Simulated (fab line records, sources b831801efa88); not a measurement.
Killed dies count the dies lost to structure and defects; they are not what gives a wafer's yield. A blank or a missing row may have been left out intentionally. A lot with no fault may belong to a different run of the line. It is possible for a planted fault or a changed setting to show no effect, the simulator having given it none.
Matching of chambers || flow sky130 || 4 sister chambers for SKY_LI_CONTACT_CMP_02 on cmp-01
The step polishes PSG. 8 wafers are shown with their chamber, then 7 later ones without.

== WAFERS WITH THEIR CHAMBER ==
{"wafer": "L479.6", "chamber": 2, "time_to_endpoint_s (s)": 29.3, "motor_current_A (A)": 13.0}
{"wafer": "L480.1", "chamber": 1, "time_to_endpoint_s (s)": 30.7, "motor_current_A (A)": 12.6}
{"wafer": "L480.5", "chamber": 3, "time_to_endpoint_s (s)": 32.2, "motor_current_A (A)": 11.4}
{"wafer": "L481.1", "chamber": 1, "time_to_endpoint_s (s)": 32.4, "motor_current_A (A)": 12.7}
{"wafer": "L481.4", "chamber": 0, "time_to_endpoint_s (s)": 36.6, "motor_current_A (A)": 11.7}
{"wafer": "L481.5", "chamber": 0, "time_to_endpoint_s (s)": 34.3, "motor_current_A (A)": 12.3}
{"wafer": "L485.1", "chamber": 2, "time_to_endpoint_s (s)": 30.4, "motor_current_A (A)": 11.9}
{"wafer": "L485.3", "chamber": 3, "time_to_endpoint_s (s)": 33.2, "motor_current_A (A)": 11.4}

== WAFERS MISSING THEIR CHAMBER ==
{"wafer": "L485.4", "time_to_endpoint_s (s)": 37.7, "motor_current_A (A)": 12.4}
{"wafer": "L486.3", "time_to_endpoint_s (s)": 35.2, "motor_current_A (A)": 11.8}
{"wafer": "L486.4", "time_to_endpoint_s (s)": 29.7, "motor_current_A (A)": 11.8}
{"wafer": "L486.5", "time_to_endpoint_s (s)": 30.9, "motor_current_A (A)": 11.5}
{"wafer": "L488.1", "time_to_endpoint_s (s)": 32.2, "motor_current_A (A)": 12.1}
{"wafer": "L488.3", "time_to_endpoint_s (s)": 30.1, "motor_current_A (A)": 12.8}
{"wafer": "L488.4", "time_to_endpoint_s (s)": 32.0, "motor_current_A (A)": 11.8}

== EACH ONE'S CHAMBER ==
{"wafer": "L485.4", "from the rows above": 0, "in truth": 0}
{"wafer": "L486.3", "from the rows above": "can't be placed: 0 or 3", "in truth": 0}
{"wafer": "L486.4", "from the rows above": "can't be placed: 2 or 1 or 3", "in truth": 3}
{"wafer": "L486.5", "from the rows above": "can't be placed: 3 or 2 or 1", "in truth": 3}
{"wafer": "L488.1", "from the rows above": "can't be placed: 1 or 3 or 2 or 0", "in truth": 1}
{"wafer": "L488.3", "from the rows above": "can't be placed: 2 or 1", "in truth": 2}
{"wafer": "L488.4", "from the rows above": "can't be placed: 3 or 1 or 2 or 0", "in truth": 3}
1 of 7 placed correctly. Cannot be placed on the basis of these rows: 6; the candidates contain the true chamber in 6. Placed wrongly: 0.
How it was worked out, from the rows above alone: a wafer's distance from a chamber is the root of the sum, over the readings, of the square of ((its reading less the chamber's mean) divided by the reading's scatter). If the next closest chamber is less than 2 further off than the closest, the wafer can't be placed; otherwise it belongs to the closest. The mean given for a chamber averages the wafers shown for that chamber. The scatter: take each reading less its chamber's mean, square it, sum over the shown wafers, divide by the number of wafers less the number of chambers, and take the root.
